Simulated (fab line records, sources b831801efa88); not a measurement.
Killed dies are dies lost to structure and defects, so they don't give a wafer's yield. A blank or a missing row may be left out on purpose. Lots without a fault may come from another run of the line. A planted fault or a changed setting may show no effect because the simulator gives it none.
Problem report in the 8D (eight disciplines) form, filled by code | flow gf180mcu | the parts of the form that need people (team, actions taken, sign-off) are left out

1. THE PROBLEM
cd_nm at GF_V4_CD_MEAS_14 reads a mean of 247.7 nm on 6 wafers of 2 lots; wafers without a fault read 259.5 nm with a standard deviation of 1.4. That is -8.5 standard deviations from the usual mean.
The step: target cd 260 nm.
First seen on wafer L444.3, day 28 14:05, on cd_sem-02. The record holds 36 wafers of 12 lots with a number at this step. Rule for "out", or "out of limits": more than 4 standard deviations from the usual mean. The other wafers with a number count as sound.

2. WHAT IT IS AND WHAT IT IS NOT
question                    | is                     | is not
which readings at this step | cd_nm                  | -
which lots                  | L444, L448             | L432, L433, L434, L437, L438, L445, L446, L447, L449, L455
which wafers of those lots  | all that have a number | -
read on which gauges        | cd_sem-01, cd_sem-02   | -
when                        | from day 28 14:05      | up to then (15 sound wafers); but 15 sound wafers of L445, L446, L447, L449, L455 came after

3. SUSPECTS, AND WHAT RULES EACH OUT
Counting: a tool at a process step up to the reading stays a suspect if it ran every lot that is out and no sound lot after the first of them.
- the gauge at GF_V4_CD_MEAS_14: ruled out. The wafers that are out were read on 2 gauges (cd_sem-01, cd_sem-02).
- litho_track-04 at GF_V4_SOFTBAKE_10 (time 60 s): kept. It ran every lot that is out, first L444 (day 28 04:00), and no sound lot after that; its last sound lot up to then is L437 (day 25 22:00). Its own readings are out on those wafers: heater_power_total_W, plate_temp_C.
Left after counting: litho_track-04 at GF_V4_SOFTBAKE_10.

4. THE CAUSE (what the simulator had put in)
Process parameter drift: litho_track-04, from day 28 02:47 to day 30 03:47, at GF_V4_SOFTBAKE_10. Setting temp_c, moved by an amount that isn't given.
Counting left only this tool.

5. THE CHAIN OF EFFECTS, in route order
Each row: a reading whose mean over the struck wafers that have a number lies more than 3 standard deviations from the usual. Only readings for which the record gives a usual standard deviation are gone through. hours: the time from each lot's start at the first step in this table that gives one to its start at this step, as a median over the lots. sigmas: the change in usual standard deviations.
hours | step              | reading              | usual    | on struck wafers | change | sigmas
0     | GF_V4_SOFTBAKE_10 | heater_power_total_W | 93.06 W  | 88.42            | -4.64  | -81
0     | GF_V4_SOFTBAKE_10 | plate_temp_C         | 130.01 C | 125.15           | -4.86  | -35
10    | GF_V4_CD_MEAS_14  | cd_nm                | 259.5 nm | 247.7            | -11.8  | -8.5
The process steps in it:
- GF_V4_SOFTBAKE_10: time 60 s.

6. WHAT WOULD HAVE CAUGHT IT SOONER
In this record the first reading out of limits at a measuring or inspecting step was taken at day 28 14:05, 11 hours after the fault began at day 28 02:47.
The tool's own readings at GF_V4_SOFTBAKE_10 were out on every struck wafer that the step has a row for (heater_power_total_W, plate_temp_C): an alarm limit on them would have fired on the first of those.
Of the lots that are out (2), L448 began GF_V4_SOFTBAKE_10 on litho_track-04 after day 28 14:05. A hold on the tool at that time would have spared it.
